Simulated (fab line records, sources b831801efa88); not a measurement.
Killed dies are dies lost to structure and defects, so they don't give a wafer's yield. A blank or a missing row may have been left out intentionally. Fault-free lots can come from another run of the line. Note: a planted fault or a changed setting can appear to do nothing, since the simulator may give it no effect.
Which tool is to blame?    flow sky130    12 lots with 36 wafers sampled at 4 steps, on a route of 708 steps

## WHAT THE GAUGES READ, wafer by wafer
SKY_NWELL_RS_MEAS_29: measures by four-point-probe. Usual: for NWELL_RS the level is 624.4 ohm/sq and the standard deviation is 1.3.
lot   measured      on            NWELL_RS (ohm/sq)  flag
L501  day 5 07:10   filmMetro-01  627.0 626.2 626.3  
L502  day 5 13:48   filmMetro-02  624.3 624.6 624.3  
L503  day 5 22:32   filmMetro-02  626.8 625.9 624.7  
L504  day 6 00:41   filmMetro-01  622.2 623.7 623.6  
L509  day 7 06:41   filmMetro-04  637.1 637.3 638.6  OFF
L510  day 7 15:13   filmMetro-01  623.3 623.2 622.3  
L512  day 8 02:42   filmMetro-04  636.4 637.4 638.2  OFF
L514  day 8 13:08   filmMetro-04  623.3 622.0 622.4  
L517  day 9 08:48   filmMetro-02  624.3 625.2 625.0  
L519  day 10 00:22  filmMetro-04  622.9 622.0 623.1  
L520  day 10 04:11  filmMetro-01  625.5 625.3 624.7  
L524  day 11 00:52  filmMetro-04  624.5 624.1 622.4  

SKY_VIA1_CD_MEAS_12 targets a cd of 150 nm. Usual: 149.9 nm for cdNm, sd 1.5.
lot   measured      on        cdNm (nm)          flag
L501  day 33 18:23  cdSem-01  151.3 149.6 149.4  
L502  day 34 06:49  cdSem-01  151.2 152.3 153.5  
L503  day 34 13:56  cdSem-02  149.4 149.2 148.2  
L504  day 34 19:57  cdSem-02  150.8 150.3 152.1  
L509  day 36 11:49  cdSem-01  151.2 150.3 150.1  
L510  day 36 17:08  cdSem-01  149.7 148.5 150.3  
L512  day 37 11:35  cdSem-02  148.4 150.5 149.8  
L514  day 38 02:19  cdSem-01  151.1 150.9 150.5  
L517  day 38 23:24  cdSem-01  153.2 150.8 151.1  
L519  day 39 23:03  cdSem-01  148.0 150.8 150.5  
L520  day 40 01:12  cdSem-01  148.0 149.5 147.8  
L524  day 40 14:22  cdSem-02  152.2 150.5 151.8  

## WHICH TOOL RAN EACH LOT (tool, then ch and the chambers of the sampled wafers, then the start)
lot   SKY_NWELL_IMPLANT_13             SKY_SONOS_ONO_ETCH_15
L501  implanter-01 ch 0, day 4 13:25   rieDiel-01 ch 1,2,3, day 12 14:48
L502  implanter-04 ch 0, day 4 19:47   rieDiel-04 ch 0,1,3, day 12 23:57
L503  implanter-03 ch 0, day 5 03:29   rieDiel-04 ch 1,2, day 13 09:45
L504  implanter-01 ch 0, day 5 05:41   rieDiel-04 ch 0,1,2, day 13 17:00
L509  implanter-01 ch 0, day 6 10:13   rieDiel-03 ch 1,3, day 15 08:58
L510  implanter-04 ch 0, day 6 18:23   rieDiel-03 ch 0,3, day 15 17:52
L512  implanter-01 ch 0, day 7 06:08   rieDiel-01 ch 0,1,3, day 16 10:51
L514  implanter-03 ch 0, day 7 16:25   rieDiel-04 ch 1,3, day 17 00:12
L517  implanter-03 ch 0, day 8 11:14   rieDiel-03 ch 0,1,2, day 18 01:03
L519  implanter-04 ch 0, day 9 01:22   rieDiel-01 ch 1,2, day 18 22:00
L520  implanter-03 ch 0, day 9 05:53   rieDiel-04 ch 0,2,3, day 19 04:45
L524  implanter-03 ch 0, day 10 02:32  rieDiel-03 ch 0,1,2, day 20 06:36
- SKY_NWELL_IMPLANT_13
- SKY_SONOS_ONO_ETCH_15: etches the open film in CHF3/O2, target depth 19.52 nm, time 7.8 s.

## WHAT THE TOOLS THEMSELVES READ (means of the sampled wafers that have a number; where no wafer has one, the mark that the record gives instead)
SKY_NWELL_IMPLANT_13. Usual: doseIonsCm2 7.002e+11, standard deviation 7.2e+08; endStationPressureTorr 5.02e-06 Torr, standard deviation 2.7e-07; faradayCurrentUA 3.95, standard deviation 0.079.
lot   tool          doseIonsCm2  endStationPressureTorr (Torr)  faradayCurrentUA  flag
L501  implanter-01  6.993e+11    4.87e-06                       4.09              
L502  implanter-04  6.995e+11    5.10e-06                       3.98              
L503  implanter-03  7.003e+11    4.96e-06                       4.00              
L504  implanter-01  7.001e+11    5.16e-06                       3.93              
L509  implanter-01  2.984e+11    5.01e-06                       1.67              OFF
L510  implanter-04  7.000e+11    5.01e-06                       3.96              
L512  implanter-01  2.971e+11    5.06e-06                       1.70              OFF
L514  implanter-03  6.997e+11    5.03e-06                       3.93              
L517  implanter-03  7.003e+11    5.22e-06                       3.95              
L519  implanter-04  7.009e+11    5.02e-06                       3.93              
L520  implanter-03  6.998e+11    4.86e-06                       3.98              
L524  implanter-03  6.998e+11    4.91e-06                       3.96              

SKY_SONOS_ONO_ETCH_15. Usual: drypumpMotorCurrentA 5.5 A, standard deviation 0.36; oesProductAu 1.002 a.u., standard deviation 0.0074; throttleValvePct 8.826 %, standard deviation 0.009.
lot   tool        drypumpMotorCurrentA (A)  oesProductAu (a.u.)  throttleValvePct (%)  flag
L501  rieDiel-01  5.5                       1.001                8.819                 
L502  rieDiel-04  5.4                       1.005                8.830                 
L503  rieDiel-04  5.2                       1.000                8.825                 
L504  rieDiel-04  5.3                       1.014                8.828                 
L509  rieDiel-03  5.7                       1.000                8.832                 
L510  rieDiel-03  5.8                       0.999                8.825                 
L512  rieDiel-01  5.7                       0.993                8.828                 
L514  rieDiel-04  5.5                       1.002                8.831                 
L517  rieDiel-03  5.7                       1.010                8.821                 
L519  rieDiel-01  5.9                       1.001                8.833                 
L520  rieDiel-04  5.4                       1.003                8.823                 
L524  rieDiel-03  5.6                       0.999                8.818                 

## THE ANSWER, worked out from the rows above alone
Rule: take the mean of a lot's wafers that have a number; if it is more than 3 standard deviations from the usual mean, the lot is off. Also off: a lot with no number at a reading for which 4 or more lots have one. Where the step has rows for the other lots, those lots are counted as sound. Order of review: gauges by route order, followed by the tools' own readings, for which a lot's mean as printed above is used. At the first step where some lot is off, the reading lying furthest off is the one used; lots without a number count as furthest.
Off: L509, L512, at SKY_NWELL_RS_MEAS_29 (NWELL_RS).
If a tool, at a process step before that reading, ran all the lots that are off and no sound lot after the first of them, it fits. Not tried: the gauges at SKY_NWELL_RS_MEAS_29; whatever is off there is also off at SKY_NWELL_IMPLANT_13, on other tools, and gauge error can't account for it. One candidate fits, namely implanter-01 at SKY_NWELL_IMPLANT_13. Its last sound lot is L504 (day 5 05:41), its first lot that is off L509 (day 6 10:13): a fault that began between those two fits.
The tool's own readings at SKY_NWELL_IMPLANT_13 bear it out: on the lots that are off they differ by more than 5 times the standard deviation of the sound lots' means. doseIonsCm2 reads 2.978e+11 there against 7.000e+11 on the sound lots; faradayCurrentUA reads 1.69 there against 3.97 on the sound lots.

## WHAT WAS PUT IN BY THE SIMULATOR
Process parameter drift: implanter-01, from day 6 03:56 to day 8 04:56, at SKY_NWELL_IMPLANT_13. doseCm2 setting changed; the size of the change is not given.
Lots struck among those shown: L509, L512. Same finding as the rule above.
